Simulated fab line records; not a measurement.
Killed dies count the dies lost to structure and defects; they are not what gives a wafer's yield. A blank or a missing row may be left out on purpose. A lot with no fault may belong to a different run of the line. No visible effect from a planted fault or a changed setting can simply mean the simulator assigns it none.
Problem report in the 8D (eight disciplines) form, filled by code	flow sky130	the parts of the form that need people (team, actions taken, sign-off) are left out

1. THE ISSUE
At SKY_PAD_OPEN_PROBE_99, killed at front end averages 53 over 3 wafers from 2 lots, while fault-free wafers read 15, standard deviation 4.3. Measured from the usual mean, that is +8.8 standard deviations.
First seen on wafer L372.3, day 49 17:02, on prober-01. The record holds 18 wafers of 6 lots with a number at this step. The rule behind "out" and "out of limits": a value lying over 4 standard deviations away from the usual mean. All remaining wafers that have a number are taken as sound.

2. WHAT IT IS; WHAT IT IS NOT
question	is	is not
which readings at this step	killed at front end	killed_at_M4_up, killed at contacts, killed at other, killed open, killed short
which lots	L372, L375	L355, L362, L365, L369
which wafers of those lots	L372.3, L372.5, L375.6	L372.6, L375.3, L375.5
read on which tools	prober-01, prober-02	-
when	from day 49 17:02	up to then (12 sound wafers); but 3 sound wafers of L372, L375 came after

3. SUSPECTS, AND WHAT RULES EACH OUT
Counting: a tool at a process step up to the reading stays a suspect if it ran every lot that is out. Sound lots after the first of them don't rule it out here, since some wafers of a struck lot are sound.
- plasma asher-03 at SKY_POLY_GATE_STRIP_18 (strips in O2/N2): kept. It processed each lot that is out (first: L372, day 22 17:30); up to then, its last sound lot is L369 (day 22 02:35).
- cmp-02 at SKY_VIA4_CMP_21 (polishes, stops on SiO2, t overpolish 25 s, target thk 0 nm): kept. It processed each lot that is out (first: L372, day 47 06:33); up to then, its last sound lot is L365 (day 45 22:48).
- pvd sputter-01 at SKY_METAL5_SPUTTER_04 (material TiN, target thk 70 nm, time 58.3 s): kept. It processed each lot that is out (first: L372, day 47 06:55); up to then, its last sound lot is L365 (day 45 23:13).
- Within plasma asher-03 at SKY_POLY_GATE_STRIP_18: the wafers that are out ran in chamber 0; their sound lot-mates ran in chamber 1.
Still standing after the count: plasma asher-03 at SKY_POLY_GATE_STRIP_18, cmp-02 at SKY_VIA4_CMP_21, pvd sputter-01 at SKY_METAL5_SPUTTER_04.

4. THE CAUSE (what the simulator had put in)
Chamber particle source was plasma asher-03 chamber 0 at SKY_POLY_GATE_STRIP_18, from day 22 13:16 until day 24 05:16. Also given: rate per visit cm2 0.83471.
After counting, 3 suspects remain, this tool included.

5. THE CHAIN OF EFFECTS, in route order
Each row: a reading whose mean over the struck wafers that have a number lies more than 3 standard deviations from the usual. Scope: only readings with a usual standard deviation given in the record; hours: median across lots of the time from each lot's start at the first step in this table that gives one to its start at this step; sigmas: change in usual standard deviations.
hours	step	reading	usual	on struck wafers	change	sigmas
0	SKY_PAD_OPEN_PROBE_99	killed at front end	15	53	+38	+8.8
0	SKY_PAD_OPEN_PROBE_99	killed dies	87	122	+35	+3.2
Process steps it contains:
- SKY_PAD_OPEN_PROBE_99

6. WHAT WOULD HAVE CAUGHT IT SOONER
652 hours passed between the start of the fault at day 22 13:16 and the first reading out of limits in this record, taken at day 49 17:02.
No tool reading at SKY_POLY_GATE_STRIP_18 that has a usual standard deviation in the record was out on any struck wafer, so an alarm limit of 4 standard deviations on those readings would not have fired.
Each of the lots that are out, 2 in all, had begun SKY_POLY_GATE_STRIP_18 on plasma asher-03 no later than day 49 17:02. A hold on the tool at that time would have spared none of them.
